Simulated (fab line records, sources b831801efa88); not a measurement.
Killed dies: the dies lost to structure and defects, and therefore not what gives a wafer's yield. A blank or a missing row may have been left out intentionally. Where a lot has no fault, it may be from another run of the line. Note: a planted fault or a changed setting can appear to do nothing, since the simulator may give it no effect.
Chamber matching || flow gf180mcu || 3 sister chambers for GF_V1_CVD_00 on hdpcvd-01
The step deposits SiO2, target thk 600 nm, time 100 s. 3 wafers are shown with their chamber, then 7 later ones without.

## WAFERS WITH THEIR CHAMBER
{"wafer": "L933.6", "chamber": 2, "sih4FlowSccm (sccm)": 60.10}
{"wafer": "L938.2", "chamber": 0, "sih4FlowSccm (sccm)": 59.81}
{"wafer": "L939.4", "chamber": 1, "sih4FlowSccm (sccm)": 60.34}

## WAFERS MISSING THEIR CHAMBER
{"wafer": "L939.6", "sih4FlowSccm (sccm)": 59.85}
{"wafer": "L940.1", "sih4FlowSccm (sccm)": 59.66}
{"wafer": "L940.2", "sih4FlowSccm (sccm)": 60.29}
{"wafer": "L940.6", "sih4FlowSccm (sccm)": 60.00}
{"wafer": "L941.4", "sih4FlowSccm (sccm)": 60.23}
{"wafer": "L941.5", "sih4FlowSccm (sccm)": 59.88}
{"wafer": "L941.6", "sih4FlowSccm (sccm)": 59.84}

## THE CHAMBER EACH PASSED THROUGH
{"wafer": "L939.6", "from the rows above": 0, "in truth": 0}
{"wafer": "L940.1", "from the rows above": 0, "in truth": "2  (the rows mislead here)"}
{"wafer": "L940.2", "from the rows above": "can't be placed: 1 or 2", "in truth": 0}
{"wafer": "L940.6", "from the rows above": "can't be placed: 2 or 0", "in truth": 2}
{"wafer": "L941.4", "from the rows above": "can't be placed: 1 or 2", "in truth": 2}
{"wafer": "L941.5", "from the rows above": "can't be placed: 0 or 2", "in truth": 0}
{"wafer": "L941.6", "from the rows above": 0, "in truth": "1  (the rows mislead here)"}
Correct placement for 1 of the 7. Cannot be placed on the basis of these rows: 4; the candidates contain the true chamber in 3. 2 placed wrongly.
How it was worked out, from the rows above alone: a wafer's distance from a chamber is the root of the sum, over the readings, of the square of ((its reading less the chamber's mean) divided by the reading's scatter). The wafer belongs to the nearest chamber; if the next one is less than 2 further off, it can't be placed. Each chamber's mean is taken over the wafers shown for it. The scatter (one wafer shown for each chamber): square how far every hidden wafer sits from the nearest shown wafer, average those squares and take the square root.
